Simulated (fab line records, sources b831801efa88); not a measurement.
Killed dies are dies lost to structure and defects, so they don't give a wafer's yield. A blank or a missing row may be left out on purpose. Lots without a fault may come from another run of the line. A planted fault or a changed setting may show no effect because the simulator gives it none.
Which tool did it? | flow sky130 | 12 lots, 36 wafers sampled, at 1 step of a route of 708

WHAT THE GAUGES READ, wafer by wafer
SKY_PWDE_OVL_MEAS_07.
lot  | measured    | on         | PWDE_OVL (nm)
L074 | day 4 06:06 | overlay-02 | -0.6 -2.3 -0.9
L077 | day 4 11:33 | overlay-01 | 0.5 0.6 1.9
L079 | day 4 22:53 | overlay-02 | -0.8 -0.7 -1.7
L081 | day 5 13:51 | overlay-01 | 0.1 0.8 0.8
L083 | day 6 07:12 | overlay-01 | 2.0 1.7 1.1
L085 | day 6 18:11 | overlay-02 | -1.1 -0.2 0.2
L087 | day 7 03:51 | overlay-02 | -1.2 -1.0 -2.1
L088 | day 7 08:44 | overlay-01 | 1.8 1.3 2.2
L091 | day 7 21:38 | overlay-02 | 0.5 -0.6 0.5
L093 | day 8 09:49 | overlay-01 | -0.4 2.1 0.9
L095 | day 8 16:07 | overlay-02 | -1.7 -2.9 -3.9
L097 | day 9 05:29 | overlay-01 | 0.7 0.7 0.7

WHICH TOOL RAN EACH LOT (tool, then ch and the chambers of the sampled wafers, then the start)
The record holds no process step before these readings.

THE ANSWER, worked out from the rows above alone
Rule: what is usual is taken from the lots themselves. Put in order of their means at a reading, lots are off if they are a third of the lots or fewer, leave a main group of 4 or more, and stand apart from it by a gap of 3 or more times the standard deviation of the main group's means; of several such gaps the widest counts. A main group whose means are all the same, to the digits that the tables above print for the reading, isn't used. A lot without any number at a reading at which 4 lots or more have one is off too. The other lots that the step has rows for count as sound.
No lot is off at any reading shown: from this, nothing can be told.

WHAT THE SIMULATOR HAD PUT IN
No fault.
